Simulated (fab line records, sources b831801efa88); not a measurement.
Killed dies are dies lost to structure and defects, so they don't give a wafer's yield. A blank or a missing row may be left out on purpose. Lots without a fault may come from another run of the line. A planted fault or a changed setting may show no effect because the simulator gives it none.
fab line records | flow sky130
record lots=5 wafers=15 last_day=50
route steps=708 shown METAL1@446 VIA1@458
lots that met no fault: from a run of the same line without faults
start_h: hours from the record's first day to the start of the lot's first wafer shown | wait_h: hours since the lot's step before | " the same as in the row above | L1.1+2: a row that stands for several wafers | - no value, or no start given | * or withheld: withheld | < > ~ a bound
route shown NAME@n: a module of which the file shows steps, and the number in the route of the first | usual: mean/standard deviation of fault-free wafers | same: alike in all rows | chamber/n: place in a boat | sites: the reading at each site | _std_site: their standard deviation | _edge_site: outer sites' mean less inner sites' | radius_mm: how far each site lies from the wafer's centre | mask NAME#n: copy n | behind: the tool/chamber that last shaped the wafer | hold: why the lot was held/for how many hours/how that ended | device: the transistor (n, p or np) that didn't switch | end of line: the same wafers' tests at the end of the route | a step without rows: its recipe alone | killed: dies lost to structure and defects at the first sort, not the wafer's yield | map: a wafer's dies, x killed, . not, _ none there
set.NAME: the setting as run; set.NAME@STEP: as run at that earlier step | model.NAME: the simulator's own value behind a step, which no gauge read
lots at some steps of the route; a table a step, a row a wafer
services: from which hour (start_h, from the record's first day; less than 0 if before it) a tool's chamber was out of use, for how many hours, and why
## steps
# step SKY_METAL1_EXPOSE_12
# recipe mask_id=MM1 na=0.8 source_shape=annular sigma_inner=0.55 sigma_outer=0.85 target_cd_nm=140 dose_mj=28
# step SKY_METAL1_PEB_13
# recipe peb_temp_c=withheld peb_time_s=withheld resist=KrF-thick
# step SKY_METAL1_DEVELOP_14
# recipe develop_time_s=60 resist=KrF-thick dev_temp_c=21
# step SKY_METAL1_CD_MEAS_15
# recipe target_cd_nm=140
# usual cd_nm=140.1/1.3
# columns lot.wafer tool chamber start_h wait_h cd_nm
L236.2 cd_sem-02 - 770.76 - 141.2
L236.4 " - " " 139.6
L236.5 " - " " 141.2
L238.1 cd_sem-02 - 785.39 - 141.4
L238.2 " - " " 142.4
L238.3 " - " " 141.1
L249.1 cd_sem-02 - 883.79 - 139.7
L249.5 " - " " 141.4
L249.6 " - " " 139.5
L251.1 cd_sem-02 - 889.76 - 138.8
L251.2 " - " " 136.9
L251.4 " - " " 138.8
L257.1 cd_sem-02 - 932.79 - 138.8
L257.4 " - " " 138.8
L257.6 " - " " 139.4
# step SKY_METAL1_OVL_MEAS_16
# usual METAL1_OVL=0/6
# columns lot.wafer tool chamber start_h wait_h METAL1_OVL[nm]
L236.2 overlay-02 - 770.87 0.1 10
L236.4 " - " " 9
L236.5 " - " " 10
L238.1 overlay-01 - 785.51 0.1 -1
L238.2 " - " " 1
L238.3 " - " " 2
L249.1 overlay-01 - 883.91 0.1 1
L249.5 " - " " -1
L249.6 " - " " -5
L251.1 overlay-01 - 889.88 0.1 2
L251.2 " - " " -3
L251.4 " - " " 2
L257.1 overlay-01 - 932.91 0.1 -2
L257.4 " - " " 8
L257.6 " - " " -1
# step SKY_METAL1_DESCUM_17
# recipe chemistry=O2 source_power_w=150 bias_power_w=0 pressure_mtorr=10 temp_c=40 time_s=8
# usual chamber_pressure_mTorr=9.998/0.0098 drypump_motor_current_A=5.7/0.53 he_backside_leak_sccm=3.4/0.31 oes_product_au=0.997/0.009
# columns lot.wafer tool chamber start_h wait_h chamber_pressure_mTorr drypump_motor_current_A he_backside_leak_sccm oes_product_au rf_hours_counter_h
L236.2 rie_metal-04 1 770.90 0.0 10.015 6.0 3.2 0.989 4
L236.4 " 0 " " 9.994 6.0 3.2 0.984 -
L236.5 " 0 " " 9.985 6.0 3.2 0.982 -
L238.1 rie_metal-04 0 785.55 0.0 9.981 6.0 3.1 1.000 10
L238.2 " 1 " " 10.006 6.0 3.2 1.011 4
L238.3 " 0 " " 10.000 6.0 3.1 0.990 -
L249.1 rie_metal-03 0 883.94 0.0 10.007 5.6 3.7 0.989 5
L249.5 " 1 " " 10.006 4.7 3.4 0.989 -
L249.6 " 0 " " 10.024 5.6 3.7 0.994 -
L251.1 rie_metal-02 1 889.92 0.0 9.993 5.5 3.6 0.995 16
L251.2 " 1 " " 9.981 5.5 3.7 1.011 -
L251.4 " 1 " " 9.999 5.5 3.6 1.002 -
L257.1 rie_metal-02 1 932.95 0.0 10.004 5.5 3.7 1.004 18
L257.4 " 1 " " 9.984 5.5 3.5 1.017 -
L257.6 " 1 " " 10.000 5.4 3.6 1.013 -
# step SKY_METAL1_ETCH_18
# recipe chemistry=N2/H2 target=BARC ion_energy_ev=200 bias_w=100 pressure_mtorr=30 n2_flow_sccm=100 h2_flow_sccm=200 icp_w=500 stop_on=SiO2 time_s=45.9 target_depth_a=600
# usual chamber_pressure_mTorr=30.001/0.027 drypump_motor_current_A=5.7/0.53 he_backside_leak_sccm=3.44/0.28 oes_product_au=0.853/0.0053 throttle_valve_pct=13.225/0.0082
# columns lot.wafer tool chamber start_h wait_h chamber_pressure_mTorr drypump_motor_current_A he_backside_leak_sccm oes_product_au rf_hours_counter_h throttle_valve_pct
L236.2 rie_metal-04 1 770.93 0.0 29.972 6.0 3.40 0.849 4 13.225
L236.4 " 0 " " 30.021 6.0 3.29 0.858 - 13.215
L236.5 " 0 " " 29.995 6.0 2.97 0.849 - 13.220
L238.1 rie_metal-04 0 785.58 0.0 30.033 6.0 3.18 0.842 10 13.226
L238.2 " 1 " " 29.979 6.0 3.30 0.857 4 13.219
L238.3 " 0 " " 29.981 6.0 3.16 0.858 - 13.217
L249.1 rie_metal-03 0 883.97 0.0 29.979 5.6 3.40 0.851 5 13.215
L249.5 " 1 " " 30.032 4.7 3.42 0.849 - 13.209
L249.6 " 0 " " 30.069 5.6 3.56 0.854 - 13.219
L251.1 rie_metal-02 1 889.98 0.1 30.010 5.5 3.73 0.847 16 13.217
L251.2 " 1 " " 30.041 5.4 3.63 0.859 - 13.227
L251.4 " 1 " " 29.964 5.5 3.66 0.852 - 13.238
L257.1 rie_metal-02 1 932.98 0.0 29.979 5.5 3.67 0.859 18 13.228
L257.4 " 1 " " 30.053 5.5 3.41 0.855 - 13.222
L257.6 " 1 " " 29.952 5.5 3.54 0.847 - 13.214
# step SKY_METAL1_METAL_ETCH_19
# recipe target_depth_a=3600 stop_on=SiO2 over_etch_frac=0.3 time_s=78 chemistry=Cl2/BCl3 resist_sidewall_deg=88 pressure_mtorr=10 icp_w=900 bias_w=48.5 Cl2_flow_sccm=60 bcl3_flow_sccm=30
# usual chamber_pressure_mTorr=10.000/0.009 drypump_motor_current_A=5.7/0.53 he_backside_leak_sccm=3.43/0.23 oes_product_au=0.855/0.0058 throttle_valve_pct=22.264/0.0092
# columns lot.wafer tool chamber start_h wait_h chamber_pressure_mTorr drypump_motor_current_A he_backside_leak_sccm oes_product_au rf_hours_counter_h throttle_valve_pct
L236.2 rie_metal-04 1 770.99 0.0 10.003 6.0 3.27 0.852 4 22.273
L236.4 " 0 " " 10.012 6.0 2.94 0.853 - 22.270
L236.5 " 0 " " 10.004 6.0 3.10 0.854 - 22.257
L238.1 rie_metal-04 0 785.64 0.0 9.998 6.0 3.19 0.856 10 22.254
L238.2 " 1 " " 9.979 6.0 3.32 0.851 4 22.269
L238.3 " 0 " " 9.987 6.0 3.21 0.852 - 22.259
L249.1 rie_metal-03 0 884.04 0.0 9.998 5.6 3.77 0.862 5 22.254
L249.5 " 1 " " 9.983 4.7 3.43 0.861 - 22.291
L249.6 " 0 " " 10.004 5.6 3.63 0.858 - 22.260
L251.1 rie_metal-02 1 890.11 0.1 9.998 5.5 3.66 0.863 16 22.255
L251.2 " 1 " " 9.981 5.5 3.62 0.852 - 22.290
L251.4 " 1 " " 9.994 5.5 3.60 0.862 - 22.252
L257.1 rie_metal-02 1 933.04 0.0 9.997 5.5 3.66 0.842 18 22.248
L257.4 " 1 " " 9.986 5.5 3.61 0.842 - 22.263
L257.6 " 1 " " 10.006 5.5 3.50 0.847 - 22.273
# step SKY_METAL1_STRIP_20
# recipe chemistry=O2/N2 power_w=1400 pressure_mtorr=1500 platen_temp_c=withheld o2_flow_sccm=3000 n2_flow_sccm=300 overash_fraction=0.5
# usual chamber_pressure_mTorr=1500.2/1.4 drypump_motor_current_A=6.0/0.36 oes_product_au=0.344/0.0042 strip_time_to_endpoint_s=2.71/0.035
# columns lot.wafer tool chamber start_h wait_h chamber_pressure_mTorr drypump_motor_current_A oes_product_au rf_hours_counter_h strip_time_to_endpoint_s
L236.2 plasma_asher-01 1 771.08 0.1 1499.9 6.5 0.349 65 2.68
L236.4 " 0 " " 1501.3 5.7 0.346 - 2.72
L236.5 " 0 " " 1502.7 5.7 0.350 - 2.72
L238.1 plasma_asher-03 1 785.73 0.1 1498.6 6.0 0.350 4 2.74
L238.2 " 0 " " 1498.5 6.0 0.341 4 2.68
L238.3 " 0 " " 1500.0 6.0 0.342 - 2.74
L249.1 plasma_asher-01 0 884.13 0.1 1501.9 5.7 0.342 77 2.70
L249.5 " 1 " " 1499.7 6.6 0.346 - 2.74
L249.6 " 0 " " 1497.1 5.7 0.346 - 2.72
L251.1 plasma_asher-01 0 890.29 0.1 1501.5 5.8 0.348 78 2.71
L251.2 " 1 " " 1500.6 6.5 0.341 78 2.71
L251.4 " 0 " " 1498.8 5.7 0.342 - 2.70
L257.1 plasma_asher-01 0 933.13 0.1 1501.3 5.7 0.342 82 2.69
L257.4 " 1 " " 1502.6 6.5 0.341 - 2.69
L257.6 " 1 " " 1502.1 6.6 0.344 - 2.67
# step SKY_METAL1_STRIP_21
# recipe chemistry=post_etch_residue_remover time_s=1200 temp_c=72.5
# step SKY_METAL1_CLEAN_22
# recipe chemistry=IPA time_s=180 temp_c=25
# step SKY_METAL1_CLEAN_23
# recipe chemistry=O3/DIW dry=n2_spin
# step SKY_VIA1_HDPCVD_00
# recipe material=SiO2 target_thk_nm=1030 sigma_open_frac=0.3 time_s=171.7 temp_c=400 sih4_flow_sccm=60 pressure_mtorr=6
# usual run_length_s=199.7/0.47 sih4_flow_sccm=60.03/0.18
# columns lot.wafer tool chamber start_h wait_h run_length_s sih4_flow_sccm model.SiO2_of_VIA1_HDPCVD_00.thk_nm
L236.2 hdpcvd-02 0 772.09 0.0 198.9 60.02 1028
L236.4 " 0 " " 198.7 60.11 1027
L236.5 " 2 " " 200.8 60.20 1033
L238.1 hdpcvd-01 1 786.32 0.0 199.7 60.32 1033
L238.2 " 2 " " 199.8 60.37 1032
L238.3 " 0 " " 200.3 60.20 1033
L249.1 hdpcvd-01 0 884.72 0.0 200.0 60.34 1035
L249.5 " 1 " " 199.5 60.20 1039
L249.6 " 2 " " 199.8 60.01 1031
L251.1 hdpcvd-02 2 891.03 0.0 199.9 60.03 1024
L251.2 " 1 " " 212.1 60.20 1095
L251.4 " 2 " " 199.7 60.00 1015
L257.1 hdpcvd-01 1 933.73 0.0 199.3 59.95 1028
L257.4 " 0 " " 200.2 60.21 1035
L257.6 " 2 " " 200.2 60.32 1035
# step SKY_VIA1_THK_MEAS_01
# recipe reads=SiO2_of_VIA1_HDPCVD_00
# usual VIA1_HDPCVD_THK=1030/10
# columns lot.wafer tool chamber start_h wait_h hold VIA1_HDPCVD_THK[nm]
L236.2 film_metro-01 - 772.21 0.1 - 1029
L236.4 " - " " - 1027
L236.5 " - " " - 1033
L238.1 film_metro-01 - 786.44 0.1 - 1033
L238.2 " - " " - 1033
L238.3 " - " " - 1033
L249.1 film_metro-04 - 884.83 0.1 - 1036
L249.5 " - " " - 1038
L249.6 " - " " - 1031
L251.1 film_metro-04 - 891.14 0.1 await_dispo/0.2h/release 1024
L251.2 " - " " await_dispo/0.2h/release 1094
L251.4 " - " " await_dispo/0.2h/release 1015
L251.1 film_metro-04 - 891.37 0.2 - 1024
L251.2 " - " " - 1094
L251.4 " - " " - 1015
L257.1 film_metro-01 - 933.85 0.1 - 1029
L257.4 " - " " - 1035
L257.6 " - " " - 1035
# step SKY_VIA1_CMP_02
# recipe material=SiO2 down_force_psi=4 platen_rpm=60 pad_velocity_m_s=0.94248
# usual head_pressure_psi=3.999/0.0086 motor_current_A=12.3/1.2 platen_rpm=60.00/0.037 retaining_ring_pressure_frac=1.000/0.0047 slurry_flow_ml_min=150.0/0.49
# columns lot.wafer tool chamber start_h wait_h hold head_pressure_psi motor_current_A platen_rpm retaining_ring_pressure_frac slurry_flow_ml_min
L236.2 cmp-01 2 772.36 0.1 - 4.007 10.6 59.98 1.003 150.3
L236.4 " 3 " " - 4.009 14.7 60.00 0.999 149.6
L236.5 " 1 " " - 3.993 12.3 60.02 0.998 150.2
L238.2 cmp-02 0 786.50 0.0 - 4.000 13.4 59.99 1.000 149.6
L238.3 " 2 " " - 3.999 12.6 60.06 1.004 150.3
L238.1 " 3 " " - 4.004 12.6 59.96 0.999 150.2
L249.1 cmp-02 0 885.04 0.2 - 4.001 13.9 60.07 0.988 149.4
L249.5 " 1 " " - 4.009 11.2 60.01 0.998 149.9
L249.6 " 2 " " - 4.009 11.1 60.02 0.996 150.3
L251.1 cmp-02 3 894.51 3.1 await_dispo/3.0h/release 3.986 13.1 60.00 1.000 150.2
L251.2 " 0 " " await_dispo/3.0h/release 4.004 13.6 60.01 0.993 150.2
L251.4 " 1 " " await_dispo/3.0h/release 3.995 10.7 60.05 0.993 150.7
L257.1 cmp-02 1 933.91 0.1 - 4.010 11.4 59.96 1.001 150.6
L257.4 " 2 " " - 3.991 11.6 60.00 0.998 150.4
L257.6 " 2 " " - 3.997 11.5 59.95 1.005 150.6
## services
# columns tool chamber start_h hours kind
cmp-02 - 748.76 - consumable_replace:conditioner
cmp-02 - 748.76 - consumable_replace:pad
plasma_asher-01 - 754.35 14.6 pm
rie_metal-03 - 777.81 0.6 repair
rie_metal-02 - 789.98 0.7 repair
cmp-02 - 796.94 5.2 pm
cmp-01 - 803.08 0.3 repair
cmp-02 - 804.06 1.7 repair
rie_metal-02 0 805.95 20.4 repair
cmp-01 - 812.12 0.4 repair
rie_metal-02 0 826.37 - clean
rie_metal-02 0 826.37 15.4 scheduled_down
rie_metal-02 0 826.37 15.4 vent_cycle
rie_metal-03 - 828.80 0.4 repair
cmp-02 - 846.72 5.8 pm
cmp-02 - 853.66 3.9 repair
rie_metal-02 0 883.75 9.9 repair
hdpcvd-01 - 901.71 1.6 repair
cmp-02 - 906.50 1.9 repair
cmp-01 - 912.26 4.0 pm
cmp-01 - 916.26 - consumable_replace:conditioner
cmp-01 - 916.26 - consumable_replace:pad
plasma_asher-01 - 925.21 3.6 repair
## key
first_sign step=SKY_VIA1_HDPCVD_00 reading=run_length_s direction=up sigmas=27 usual=* struck=*
effect step=SKY_VIA1_THK_MEAS_01 reading=visit direction=added
effect step=SKY_VIA1_THK_MEAS_01 reading=VIA1_HDPCVD_THK direction=up sigmas=6.2 usual=1030 struck=1094
model_effect step=SKY_VIA1_HDPCVD_00 value=SiO2_of_VIA1_HDPCVD_00.thk_nm without=1018 struck=1095
met_at SKY_VIA1_HDPCVD_00
struck_wafers L251.2
fault kind=process_parameter_drift tool=hdpcvd-02 chamber=1 onset_h=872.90 steps=SKY_VIA1_HDPCVD_00 channel=time_s offset=* shape=step end_h=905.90 acts_in=* stated=*
